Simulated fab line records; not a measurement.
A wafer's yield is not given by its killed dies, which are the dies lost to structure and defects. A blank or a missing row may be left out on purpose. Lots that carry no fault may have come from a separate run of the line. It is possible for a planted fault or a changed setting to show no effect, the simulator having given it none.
A struck lot beside a sound one -- flow sky130 -- 16 steps out of a route of 708
Sound: these wafers, L357.1, L357.5, L357.6. Struck: wafer L362.2 (L362.5, L362.6, from the same lot, were not struck and are left out); the cause is given at the end.
Order at every step that has rows: each side's tool, ch and its chambers, its first start. Under that, the readings that differ: sound wafers -- struck wafers -- difference of the means -- sigmas: that difference in standard deviations of wafers without a fault.
alike: readings with means less than 2 such deviations apart, plus words and numbers identical on both sides. not compared: withheld readings, readings lacking a value on some wafer, bounds such as >300 that could conceal the same value, and numbers that have no deviation in the record and whose values overlap.
Wherever a step has rows on one side only, a row that says differs or no value, or a row with sigmas, the two part there. Numbers that don't overlap but have no deviation are shown without sigmas and don't part them. A reading missing from all wafers of one side parts the sides only when that side holds two or more wafers.

first, 3 steps without rows for these wafers: SKY_METAL1_EXPOSE_12 (exposes mask MM1, target cd 140 nm); SKY_METAL1_PEB_13; SKY_METAL1_DEVELOP_14 (develop time 60 s).
SKY_METAL1_CD_MEAS_15: target cd 140 nm.
  struck on cd_sem-02, day 34 23:44; sound on cd_sem-02, day 32 23:25
reading,sound,struck,difference,sigmas
cd_nm (nm),142.1 142.2 141.5,137.8,-4.1,-3
SKY_METAL1_OVL_MEAS_16:
  struck on overlay-01, day 34 23:51; sound on overlay-01, day 32 23:32
  alike: METAL1_OVL
SKY_METAL1_DESCUM_17: chemistry O2, time 8 s.
  sound on rie_metal-03 ch 0,1, day 32 23:35; struck on rie_metal-02 ch 1, day 34 23:53
  alike: drypump_motor_current_A, oes_product_au, rf_fwd_power_W
  not compared: rf_hours_counter_h
SKY_METAL1_ETCH_18: etches BARC in N2/H2, stops on SiO2, time 45.9 s, target depth 60 nm.
  sound on rie_metal-03 ch 0,1, day 32 23:37; struck on rie_metal-02 ch 1, day 34 23:55
  alike: drypump_motor_current_A, oes_product_au, rf_fwd_power_W, throttle_valve_pct
  not compared: rf_hours_counter_h
SKY_METAL1_METAL_ETCH_19: etches the open film in Cl2/BCl3, stops on SiO2, target depth 360 nm, time 78 s.
  sound on rie_metal-03 ch 0,1, day 32 23:40; struck on rie_metal-02 ch 1, day 34 23:58
  alike: drypump_motor_current_A, oes_product_au, rf_fwd_power_W, throttle_valve_pct
  not compared: rf_hours_counter_h
SKY_METAL1_STRIP_20: strips in O2/N2.
  sound on plasma_asher-02 ch 0,1, day 32 23:46; struck on plasma_asher-03 ch 1, day 35 00:04
reading,sound,struck,difference,sigmas
drypump_motor_current_A (A),6.4 6.4 6.3,5.3,-1.1,-2
  alike: oes_product_au, strip_time_to_endpoint_s
  not compared: rf_hours_counter_h
then, 3 steps without rows for these wafers: SKY_METAL1_STRIP_21 (strips in post etch residue remover, time 1200 s); SKY_METAL1_CLEAN_22 (cleans in IPA, time 180 s); SKY_METAL1_CLEAN_23 (cleans in O3/DIW).
SKY_VIA1_HDPCVD_00: deposits SiO2, target thk 1030 nm, time 171.7 s.
  sound on hdpcvd-02 ch 0,1,2, day 33 00:29; struck on hdpcvd-02 ch 2, day 35 00:41
reading,sound,struck,difference,sigmas
run_length_s (s),199.9 200.5 198.9,215.7,+15.9,+27
model.SiO2_of_VIA1_HDPCVD_00.thk_nm (nm),1037 1024 1025,1130,+101,
SKY_VIA1_THK_MEAS_01:
  struck on film_metro-03, day 35 00:49; sound on film_metro-03, day 33 00:35
reading,sound,struck,difference,sigmas
VIA1_HDPCVD_THK (nm),1037 1024 1026,1131,+102,+10
SKY_VIA1_CMP_02: polishes SiO2.
  sound on cmp-01 ch 1,2, day 33 00:42; struck on cmp-01 ch 2, day 35 00:55
  alike: motor_current_A, slurry_filter_dp_kPa
-- the record jumps here: 12 days lie between the struck wafers' starts before and after (it left off in module VIA1 and takes up again in module PAD_OPEN, whose first step shown is number 708 of the route) --
SKY_PAD_OPEN_PROBE_99:
  the record has rows for the struck wafers here (prober-02, day 47 09:59) and none for the sound ones

== WHERE THEY PART ==
Last at SKY_PAD_OPEN_PROBE_99 as far as this record goes, first at SKY_METAL1_CD_MEAS_15.

WHY: what had been put in by the simulator
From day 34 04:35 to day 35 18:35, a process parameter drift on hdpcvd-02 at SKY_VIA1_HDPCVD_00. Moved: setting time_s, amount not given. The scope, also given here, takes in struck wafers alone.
